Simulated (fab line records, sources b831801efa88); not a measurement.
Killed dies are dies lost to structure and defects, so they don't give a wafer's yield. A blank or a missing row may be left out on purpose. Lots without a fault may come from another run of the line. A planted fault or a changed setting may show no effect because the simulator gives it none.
Which tool did it? | flow gf180mcu | 13 lots, 39 wafers sampled, at 5 steps of a route of 602

WHAT THE GAUGES READ, wafer by wafer
GF_LVPWELL_OVL_MEAS_07.
lot  | measured    | on         | LVPWELL_OVL (nm)
L316 | day 4 02:50 | overlay-02 | 0.2 -1.0 -0.9
L317 | day 4 07:52 | overlay-01 | 0.6 -1.2 -2.3
L318 | day 4 13:52 | overlay-02 | -2.1 -0.2 -1.2
L320 | day 4 22:52 | overlay-01 | 0.3 0.8 -1.1
L321 | day 5 05:10 | overlay-01 | -1.6 -1.6 -0.6
L322 | day 5 11:04 | overlay-02 | 0.4 1.3 1.2
L323 | day 5 19:53 | overlay-02 | -2.9 -3.7 -2.7
L324 | day 6 04:38 | overlay-01 | 0.9 -0.6 -2.5
L326 | day 6 13:14 | overlay-02 | 1.4 1.7 2.8
L331 | day 7 17:34 | overlay-01 | 0.9 1.6 1.6
L332 | day 8 00:19 | overlay-01 | 0.9 1.5 1.5
L337 | day 9 02:04 | overlay-02 | 2.3 1.2 0.3
L338 | day 9 05:43 | overlay-02 | -0.8 0.7 -1.7

GF_VT_IMPLANT_OVL_MEAS_07.
lot  | measured     | on         | VT_IMPLANT_OVL (nm)
L316 | day 5 20:53  | overlay-01 | -1.6 2.3 0.2
L317 | day 6 01:51  | overlay-01 | -0.9 0.0 0.8
L318 | day 6 09:15  | overlay-02 | -0.7 -2.1 -1.8
L320 | day 6 19:40  | overlay-02 | -0.5 1.3 0.2
L321 | day 7 02:21  | overlay-02 | 0.8 -0.7 1.0
L322 | day 7 09:22  | overlay-01 | -0.7 1.6 -1.3
L323 | day 7 17:40  | overlay-01 | -0.4 0.1 -3.5
L324 | day 8 04:47  | overlay-02 | -2.9 -1.5 -3.6
L326 | day 8 13:13  | overlay-02 | 1.1 -1.8 -0.5
L331 | day 9 21:49  | overlay-01 | 83.8 82.9 82.8 83.2 81.5 81.6
L332 | day 10 03:15 | overlay-02 | 83.7 83.7 81.2 82.5 82.8 79.9
L337 | day 11 07:16 | overlay-01 | -1.4 -2.1 -1.6
L338 | day 11 10:31 | overlay-01 | 0.4 -0.6 0.3

GF_VT_IMPLANT_TW_MEAS_10.
lot  | measured     | on            | VT_IMPLANT_TW
L316 | day 5 21:11  | film_metro-03 | 558 556 553
L317 | day 6 02:08  | film_metro-04 | 561 562 565
L318 | day 6 09:32  | film_metro-03 | 555 553 555
L320 | day 6 19:58  | film_metro-01 | 557 559 559
L321 | day 7 02:38  | film_metro-01 | 555 555 555
L322 | day 7 09:39  | film_metro-03 | 560 555 557
L323 | day 7 17:57  | film_metro-01 | 555 558 557
L324 | day 8 05:05  | film_metro-03 | 558 557 557
L326 | day 8 13:31  | film_metro-01 | 554 555 552
L337 | day 11 07:34 | film_metro-03 | 561 560 565
L338 | day 11 10:48 | film_metro-01 | 558 558 558

WHICH TOOL RAN EACH LOT (tool, then ch and the chambers of the sampled wafers, then the start)
lot  | GF_MVPSD_STRIP_10                    | GF_VT_IMPLANT_EXPOSE_04
L316 | plasma_asher-04 ch 0,1, day 5 06:10  | iline_stepper-02 ch 0, day 5 13:33
L317 | plasma_asher-02 ch 0,1, day 5 11:44  | iline_stepper-01 ch 0, day 5 19:20
L318 | plasma_asher-02 ch 0, day 5 18:57    | iline_stepper-02 ch 0, day 6 02:06
L320 | plasma_asher-04 ch 0, day 6 04:44    | iline_stepper-01 ch 0, day 6 12:38
L321 | plasma_asher-04 ch 0,1, day 6 11:26  | iline_stepper-02 ch 0, day 6 19:13
L322 | plasma_asher-04 ch 0,1, day 6 17:53  | iline_stepper-02 ch 0, day 7 01:29
L323 | plasma_asher-04 ch 0,1, day 7 01:53  | iline_stepper-01 ch 0, day 7 09:53
L324 | plasma_asher-03 ch 0,1, day 7 12:46  | iline_stepper-02 ch 0, day 7 20:41
L326 | plasma_asher-02 ch 0,1, day 7 21:23  | iline_stepper-01 ch 0, day 8 05:41
L331 | plasma_asher-03 ch 0,1, day 9 04:11  | iline_stepper-01 ch 0, day 9 13:24
L332 | plasma_asher-03 ch 0,1, day 9 10:14  | iline_stepper-01 ch 0, day 9 19:05
L337 | plasma_asher-02 ch 1, day 10 13:18   | iline_stepper-02 ch 0, day 10 22:43
L338 | plasma_asher-03 ch 0,1, day 10 16:56 | iline_stepper-02 ch 0, day 11 02:25
- GF_MVPSD_STRIP_10: strips in O2/N2.
- GF_VT_IMPLANT_EXPOSE_04: exposes mask LVPWELL LV AREA, target cd 600 nm.

WHAT THE TOOLS THEMSELVES READ (means of the sampled wafers that have a number; where no wafer has one, the mark that the record gives instead)
GF_MVPSD_STRIP_10.
lot  | tool            | drypump_motor_current_A (A) | heater_power_w (W) | oes_product_au (a.u.) | strip_time_to_endpoint_s (s)
L316 | plasma_asher-04 | 5.7                         | 314                | 0.725                 | 37.10
L317 | plasma_asher-02 | 5.9                         | 326                | 0.725                 | 36.99
L318 | plasma_asher-02 | 6.0                         | 288                | 0.728                 | 37.03
L320 | plasma_asher-04 | 6.4                         | 313                | 0.722                 | 37.18
L321 | plasma_asher-04 | 6.1                         | 318                | 0.721                 | 36.91
L322 | plasma_asher-04 | 6.1                         | 311                | 0.714                 | 36.88
L323 | plasma_asher-04 | 5.7                         | 313                | 0.725                 | 36.83
L324 | plasma_asher-03 | 5.5                         | 317                | 0.724                 | 36.95
L326 | plasma_asher-02 | 6.0                         | 332                | 0.720                 | 36.99
L331 | plasma_asher-03 | 5.5                         | 343                | 0.716                 | 36.96
L332 | plasma_asher-03 | 5.5                         | 346                | 0.723                 | 36.82
L337 | plasma_asher-02 | 6.0                         | 355                | 0.720                 | 37.01
L338 | plasma_asher-03 | 5.5                         | 319                | 0.726                 | 36.96

GF_VT_IMPLANT_EXPOSE_04.
lot  | tool             | reticle_temp_C (C)
L316 | iline_stepper-02 | 23.22
L317 | iline_stepper-01 | 23.02
L318 | iline_stepper-02 | 23.07
L320 | iline_stepper-01 | 22.98
L321 | iline_stepper-02 | 22.92
L322 | iline_stepper-02 | 22.95
L323 | iline_stepper-01 | 23.01
L324 | iline_stepper-02 | 23.10
L326 | iline_stepper-01 | 23.02
L331 | iline_stepper-01 | 22.92
L332 | iline_stepper-01 | 22.97
L337 | iline_stepper-02 | 23.10
L338 | iline_stepper-02 | 23.15

THE ANSWER, worked out from the rows above alone
Rule: what is usual is taken from the lots themselves. Put in order of their means at a reading, lots are off if they are a third of the lots or fewer, leave a main group of 4 or more, and stand apart from it by a gap of 3 or more times the standard deviation of the main group's means; of several such gaps the widest counts. A main group whose means are all the same, to the digits that the tables above print for the reading, isn't used. A lot without any number at a reading at which 4 lots or more have one is off too. The other lots that the step has rows for count as sound. The gauges are gone through in route order, then the tools' own readings, and for those a lot's mean is taken as printed above. The first step at which some lot is off is used, and at that step the reading that is off furthest; a lot without a number counts as furthest.
Off: L331, L332, at GF_VT_IMPLANT_OVL_MEAS_07 (VT_IMPLANT_OVL). The main group: mean -0.6 nm, standard deviation 0.97.
A tool fits if, at a process step before that reading, it ran every lot that is off, and no sound lot after the first of them. The gauges at GF_VT_IMPLANT_OVL_MEAS_07 are tried like those tools. One fits: iline_stepper-01 at GF_VT_IMPLANT_EXPOSE_04. Its last sound lot is L326 (day 8 05:41), its first lot that is off L331 (day 9 13:24): a fault that began between those two fits.

WHAT THE SIMULATOR HAD PUT IN
Scanner matching overlay: iline_stepper-01, from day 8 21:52 on, at GF_VT_IMPLANT_EXPOSE_04. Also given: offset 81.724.
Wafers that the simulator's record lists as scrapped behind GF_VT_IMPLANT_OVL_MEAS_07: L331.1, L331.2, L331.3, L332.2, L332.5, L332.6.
Lots struck among those shown: L331, L332. The rule above found the same.
